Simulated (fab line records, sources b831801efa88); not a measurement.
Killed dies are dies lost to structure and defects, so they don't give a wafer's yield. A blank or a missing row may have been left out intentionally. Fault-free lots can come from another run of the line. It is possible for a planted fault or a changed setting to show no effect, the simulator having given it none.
fab line records | flow sky130
[record] lots = 12 wafers = 36 last_day = 50
route steps=708 shown GATE_OXIDE@188 SD_N@356 LI_CONTACT@385 LOCAL_INTERCONNECT@401
lots that met no fault: from a run of the same line without faults
start_h: hours from the record's first day to the start of the lot's first wafer shown | wait_h: hours from the lot's prior step to this one | " repeats the value in the row above | L1.1+2: a row that stands for several wafers | - no value, or no start given | * or withheld: withheld | < > ~ a bound
route shown NAME@n: a module of which the file shows steps, and the number in the route of the first | usual: the fault-free wafers' mean and standard deviation | same: alike in all rows | chamber/n: place in a boat | sites: each site's reading | _std_site: the standard deviation of these | _edge_site: the outer-site mean with the inner-site mean subtracted | radius_mm: how far each site lies from the wafer's centre | mask NAME#n: copy n | behind: the tool/chamber that last shaped the wafer | hold: the reason the lot was held/the length of the hold in hours/how it ended | device: which transistor (n, p or np) failed to switch | end of line: the route-end tests of the same wafers | where a step has no rows: the recipe by itself | killed: count of dies lost to structure and defects at first sort (not the wafer's yield) | map: the dies of a wafer, with x for killed, . for not killed, _ for no die there
set.NAME: the setting as run; set.NAME@STEP: as run at that earlier step | model.NAME: the simulator's own value behind a step, which no gauge read
the route's steps for a sample of lots (tables are steps, rows are wafers)
services: the hour from which a tool's chamber was out of use, counted from the record's first day as start_h (under 0 if before that day), plus the number of hours and why
[[steps]]
[step SKY_GATE_OXIDE_OXIDATION_01]
[recipe] temp_c = 900 ambient = O2 stabilise_s = 600 purge_s = 300 target_thk_a = 102.68 ox_time_s = 1473
[usual] spike_tc_lower_C = 900.3/1.1
// columns lot.wafer tool chamber start_h wait_h spike_tc_lower_C
L953.1 furnace-02 0 282.70 0.7 899.0
L953.3 " 0 " " 897.5
L953.4 " 0 " " 899.2
L954.1 furnace-01 0 291.63 1.2 900.9
L954.5 " 0 " " 901.9
L954.6 " 0 " " 902.0
L955.1 furnace-02 0 299.63 1.1 899.4
L955.3 " 0 " " 898.2
L955.5 " 0 " " 899.1
L957.2 furnace-01 0 323.74 1.6 900.8
L957.5 " 0 " " 901.0
L957.6 " 0 " " 901.4
L958.2 furnace-01 0 325.15 1.1 902.8
L958.4 " 0 " " 899.6
L958.6 " 0 " " 901.4
L969.1 furnace-01 0 418.90 0.0 900.7
L969.5 " 0 " " 899.6
L969.6 " 0 " " 899.6
L970.1 furnace-02 0 419.13 0.0 897.4
L970.2 " 0 " " 900.1
L970.4 " 0 " " 901.3
L971.3 furnace-02 0 428.45 0.0 900.2
L971.4 " 0 " " 898.0
L971.5 " 0 " " 899.6
L972.1 furnace-01 0 435.69 2.4 901.9
L972.5 " 0 " " 901.6
L972.6 " 0 " " 900.3
L973.3 furnace-01 0 442.77 0.0 901.0
L973.5 " 0 " " 902.0
L973.6 " 0 " " 900.1
L974.2 furnace-01 0 451.15 0.0 900.6
L974.4 " 0 " " 901.1
L974.5 " 0 " " 900.7
L976.1 furnace-02 0 475.88 0.0 900.6
L976.5 " 0 " " 899.9
L976.6 " 0 " " 901.4
[step SKY_GATE_OXIDE_THK_MEAS_02]
[recipe] reads = SiO2_of_GATE_OXIDE_OXIDATION_01
[usual] GATE_OXIDE_OXIDATION_00_THK = 10.38/0.2
// columns lot.wafer tool chamber start_h wait_h GATE_OXIDE_OXIDATION_00_THK[nm]
L953.1 film_metro-04 - 284.11 0.0 10.79
L953.3 " - " " 10.68
L953.4 " - " " 10.61
L954.1 film_metro-03 - 293.04 0.0 10.54
L954.5 " - " " 10.47
L954.6 " - " " 10.45
L955.1 film_metro-01 - 301.04 0.0 10.10
L955.3 " - " " 10.19
L955.5 " - " " 10.34
L957.2 film_metro-01 - 325.16 0.0 11.69
L957.5 " - " " 11.71
L957.6 " - " " 11.72
L958.2 film_metro-03 - 326.57 0.0 11.89
L958.4 " - " " 11.94
L958.6 " - " " 11.82
L969.1 film_metro-04 - 420.30 0.0 10.63
L969.5 " - " " 10.37
L969.6 " - " " 10.51
L970.1 film_metro-03 - 420.54 0.0 10.36
L970.2 " - " " 10.22
L970.4 " - " " 10.26
L971.3 film_metro-04 - 429.88 0.0 10.02
L971.4 " - " " 10.35
L971.5 " - " " 10.26
L972.1 film_metro-04 - 437.10 0.0 10.42
L972.5 " - " " 10.38
L972.6 " - " " 10.50
L973.3 film_metro-03 - 444.20 0.0 10.44
L973.5 " - " " 10.26
L973.6 " - " " 10.20
L974.2 film_metro-04 - 452.57 0.0 10.42
L974.4 " - " " 10.56
L974.5 " - " " 10.43
L976.1 film_metro-04 - 477.29 0.0 10.17
L976.5 " - " " 10.24
L976.6 " - " " 10.11
[step SKY_SD_N_RTA_14]
[recipe] temp_c = 1075 time_s = 2 idle_temp_c = 650 ramp_up_c_per_s = 150 ramp_down_c_per_s = 90 ambient = N2
[usual] lamp_power_pct = 15.73/0.056 wafer_temp_C_max = 1078.0/1.5
// columns lot.wafer tool chamber start_h wait_h lamp_power_pct wafer_temp_C_max
L953.1 rtp_anneal-02 0 648.82 0.0 15.75 1077.7
L953.3 " 0 " " 15.74 1078.8
L953.4 " 0 " " 15.79 1077.0
L954.1 rtp_anneal-01 0 658.78 0.0 15.68 1076.7
L954.5 " 0 " " 15.74 1079.5
L954.6 " 0 " " 15.66 1078.5
L955.1 rtp_anneal-02 0 665.32 0.0 15.73 1075.4
L955.3 " 0 " " 15.78 1078.6
L955.5 " 0 " " 15.73 1076.8
L957.2 rtp_anneal-02 0 688.74 0.0 15.69 1078.8
L957.5 " 0 " " 15.75 1077.7
L957.6 " 0 " " 15.80 1077.0
L958.2 rtp_anneal-01 0 692.50 0.0 15.87 1078.8
L958.4 " 0 " " 15.69 1077.8
L958.6 " 0 " " 15.75 1078.4
L969.1 rtp_anneal-02 0 785.58 0.0 15.73 1078.3
L969.5 " 0 " " 15.67 1077.2
L969.6 " 0 " " 15.77 1077.4
L970.1 rtp_anneal-01 0 786.23 0.0 15.71 1078.8
L970.2 " 0 " " 15.78 1081.1
L970.4 " 0 " " 15.66 1077.0
L971.3 rtp_anneal-02 0 789.85 0.0 15.87 1080.0
L971.4 " 0 " " 15.72 1077.1
L971.5 " 0 " " 15.68 1075.5
L972.1 rtp_anneal-01 0 793.38 0.0 15.67 1077.9
L972.5 " 0 " " 15.78 1082.3
L972.6 " 0 " " 15.73 1077.9
L973.3 rtp_anneal-02 0 800.44 0.0 15.81 1076.0
L973.5 " 0 " " 15.69 1078.2
L973.6 " 0 " " 15.83 1075.3
L974.2 rtp_anneal-01 0 811.04 0.0 15.75 1078.3
L974.4 " 0 " " 15.73 1078.7
L974.5 " 0 " " 15.76 1076.0
L976.1 rtp_anneal-01 0 830.93 0.0 15.75 1077.3
L976.5 " 0 " " 15.70 1080.9
L976.6 " 0 " " 15.68 1078.1
[step SKY_LI_CONTACT_THK_MEAS_23]
[recipe] thk_meas_gauge = xrf reads = W_of_LI_CONTACT_CVD_21
[usual] LI_CONTACT_W_THK = 408/8.1
// columns lot.wafer tool chamber start_h wait_h LI_CONTACT_W_THK[nm]
L953.1 film_metro-03 - 677.33 0.1 407
L953.3 " - " " 404
L953.4 " - " " 399
L954.1 film_metro-03 - 686.87 0.1 401
L954.5 " - " " 402
L954.6 " - " " 419
L955.1 film_metro-01 - 695.46 0.1 405
L955.3 " - " " 412
L955.5 " - " " 408
L957.2 film_metro-03 - 717.81 0.1 414
L957.5 " - " " 412
L957.6 " - " " 410
L958.2 film_metro-03 - 722.80 0.1 405
L958.4 " - " " 406
L958.6 " - " " 408
L969.1 film_metro-01 - 813.70 0.1 409
L969.5 " - " " 401
L969.6 " - " " 405
L970.1 film_metro-03 - 814.75 0.1 398
L970.2 " - " " 405
L970.4 " - " " 398
L971.3 film_metro-02 - 818.20 0.1 403
L971.4 " - " " 403
L971.5 " - " " 400
L972.1 film_metro-03 - 822.66 0.1 414
L972.5 " - " " 415
L972.6 " - " " 411
L973.3 film_metro-01 - 829.52 0.1 417
L973.5 " - " " 411
L973.6 " - " " 417
L974.2 film_metro-03 - 839.58 0.1 416
L974.4 " - " " 417
L974.5 " - " " 419
L976.1 film_metro-03 - 859.27 0.1 398
L976.5 " - " " 421
L976.6 " - " " 404
[step SKY_LOCAL_INTERCONNECT_METAL_ETCH_14]
[recipe] target_depth_nm = 110 stop_on = PSG chemistry = Cl2/BCl3 target = TiN resist_sidewall_deg = 88 pressure_mtorr = 10 icp_w = 900 bias_w = 48.5 Cl2_flow_sccm = 60 bcl3_flow_sccm = 30 time_s = 31.4
[usual] drypump_motor_current_A = 5.44/0.29 oes_product_au = 0.943/0.0092 throttle_valve_pct = 21.901/0.01
// columns lot.wafer tool chamber start_h wait_h drypump_motor_current_A oes_product_au rf_hours_counter_h throttle_valve_pct
L953.1 rie_metal-03 1 706.83 0.0 5.81 0.942 12 21.901
L953.3 " 1 " " 5.81 0.950 - 21.906
L953.4 " 0 " " 5.56 0.944 - 21.887
L954.1 rie_metal-03 1 715.58 0.0 5.80 0.952 12 21.883
L954.5 " 1 " " 5.85 0.944 - 21.900
L954.6 " 0 " " 5.55 0.950 - 21.896
L955.1 rie_metal-03 0 724.23 0.0 5.55 0.935 6 21.901
L955.3 " 1 " " 5.80 0.931 - 21.923
L955.5 " 1 " " 5.81 0.934 - 21.911
L957.2 rie_metal-04 0 746.08 0.0 5.36 0.931 9 21.913
L957.5 " 0 " " 5.37 0.933 - 21.920
L957.6 " 1 " " 5.30 0.949 - 21.892
L958.2 rie_metal-03 0 750.79 0.0 5.57 0.940 6 21.909
L958.4 " 1 " " 5.80 0.934 - 21.901
L958.6 " 0 " " 5.58 0.935 - 21.907
L969.1 rie_metal-04 1 840.91 0.0 5.32 0.926 7 21.889
L969.5 " 0 " " 5.36 0.930 - 21.905
L969.6 " 1 " " 5.31 0.929 - 21.897
L970.1 rie_metal-01 0 842.46 0.0 5.62 0.949 11 21.892
L970.2 " 1 " " 4.85 0.948 5 21.905
L970.4 " 1 " " 4.86 0.955 - 21.903
L971.3 rie_metal-03 0 845.35 0.0 5.57 0.929 - 21.910
L971.4 " 1 " " 5.82 0.929 - 21.893
L971.5 " 0 " " 5.56 0.933 - 21.895
L972.1 rie_metal-04 0 849.85 0.0 5.36 0.947 13 21.903
L972.5 " 0 " " 5.37 0.944 - 21.896
L972.6 " 1 " " 5.29 0.943 - 21.896
L973.3 rie_metal-04 1 855.90 0.0 5.30 0.940 - 21.907
L973.5 " 1 " " 5.33 0.934 - 21.908
L973.6 " 0 " " 5.35 0.945 - 21.897
L974.2 rie_metal-04 1 869.76 0.0 5.31 0.944 7 21.898
L974.4 " 1 " " 5.28 0.949 - 21.891
L974.5 " 1 " " 5.29 0.960 - 21.912
L976.1 rie_metal-01 1 885.73 0.0 4.86 0.944 7 21.885
L976.5 " 0 " " 5.62 0.943 - 21.918
L976.6 " 1 " " 4.86 0.954 - 21.896
[[services]]
// columns tool chamber start_h hours kind
furnace-02 - 270.51 3.1 pm
rie_metal-04 - 287.88 1.4 pm
rie_metal-04 1 306.98 3.0 repair
furnace-01 - 312.81 2.8 pm
rie_metal-03 - 353.75 2.2 repair
furnace-02 - 434.05 3.5 pm
rie_metal-04 1 476.45 20.6 repair
furnace-01 - 480.56 3.5 pm
furnace-01 - 484.05 13.1 pm
rtp_anneal-01 - 495.33 4.8 pm
furnace-02 - 512.76 10.7 repair
furnace-01 - 523.59 2.7 pm
furnace-02 - 552.34 2.6 pm
rie_metal-03 - 562.02 2.8 pm
furnace-02 - 601.91 3.5 pm
furnace-01 - 648.56 4.0 pm
rie_metal-03 0 658.98 33.9 repair
rie_metal-04 - 668.36 1.3 repair
rie_metal-04 - 747.25 2.8 pm
furnace-02 - 770.58 3.1 pm
furnace-02 - 773.64 3.3 pm
furnace-01 - 804.87 2.5 pm
furnace-01 - 817.35 3.0 pm
rtp_anneal-02 - 879.93 5.8 pm
[[key]]
[first_sign] step = SKY_GATE_OXIDE_THK_MEAS_02 reading = GATE_OXIDE_OXIDATION_00_THK direction = up sigmas = 7 usual = 10.38 struck = 11.80
effect none on later readings
met_at SKY_GATE_OXIDE_OXIDATION_01
struck_lots L957,L958
tester_left_out L957,L958
not_acting_at SKY_SD_N_RTA_14,SKY_LI_CONTACT_THK_MEAS_23,SKY_LOCAL_INTERCONNECT_METAL_ETCH_14
onset_between 291.63 323.74
[fault] kind = process_parameter_drift tool = furnace-01 chamber = - onset_h = 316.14 steps = SKY_GATE_OXIDE_OXIDATION_01 channel = ox_time_s offset = * shape = step end_h = 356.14 acts_in = * stated = *
// tester_left_out: of these lots the tester's yield and bins aren't shown, on N5 and GAA mostly nor the transistor test; their killed dies are dies lost to structure and defects alone, not to doping, threshold or leakage, so they don't give the yield
